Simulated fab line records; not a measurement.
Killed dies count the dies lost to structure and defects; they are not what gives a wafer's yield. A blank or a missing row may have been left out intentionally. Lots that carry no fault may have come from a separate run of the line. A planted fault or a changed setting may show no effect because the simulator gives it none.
Matching of chambers + flow sky130 + SKY_METAL4_ETCH_17 on rie_diel-03 has 4 sister chambers
The step etches SiO2 in C4F8/O2/Ar, stops on TiN, time 3.9 s, target depth 15 nm. 7 wafers are shown with their chamber, then 7 later ones without.

== WAFERS WITH THEIR CHAMBER ==
| wafer  | chamber | oes_product_au (a.u.) |
|--------|---------|-----------------------|
| L116.5 | 0       | 0.760                 |
| L117.6 | 3       | 0.763                 |
| L127.1 | 0       | 0.766                 |
| L127.3 | 2       | 0.756                 |
| L127.4 | 1       | 0.755                 |
| L129.1 | 3       | 0.741                 |
| L129.3 | 2       | 0.759                 |

== WAFERS MISSING THEIR CHAMBER ==
| wafer  | oes_product_au (a.u.) |
|--------|-----------------------|
| L129.5 | 0.759                 |
| L128.3 | 0.752                 |
| L128.4 | 0.767                 |
| L128.5 | 0.769                 |
| L133.1 | 0.754                 |
| L133.3 | 0.759                 |
| L133.5 | 0.762                 |

== WHICH CHAMBER EACH ONE RAN IN ==
| wafer  | from the rows above               | in truth |
|--------|-----------------------------------|----------|
| L129.5 | can't be placed: 2 or 0 or 1 or 3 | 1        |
| L128.3 | can't be placed: 3 or 1 or 2 or 0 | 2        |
| L128.4 | can't be placed: 0 or 2 or 1 or 3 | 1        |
| L128.5 | can't be placed: 0 or 2 or 1 or 3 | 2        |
| L133.1 | can't be placed: 1 or 3 or 2 or 0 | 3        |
| L133.3 | can't be placed: 2 or 0 or 1 or 3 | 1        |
| L133.5 | can't be placed: 0 or 2 or 1 or 3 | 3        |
Correct placement for 0 of the 7. Not placeable from these rows: 7 (in 7, the candidates include the true chamber). 0 placed wrongly.
How it was worked out, from the rows above alone: a wafer's distance from a chamber is the root of the sum, over the readings, of the square of ((its reading less the chamber's mean) divided by the reading's scatter). If the next closest chamber is less than 2 further off than the closest, the wafer can't be placed; otherwise it belongs to the closest. A chamber's mean is the mean of its shown wafers. How the scatter is found: for the shown wafers, subtract from each reading the mean of its chamber, square and add these, divide the total by (wafers less chambers), then take the root.
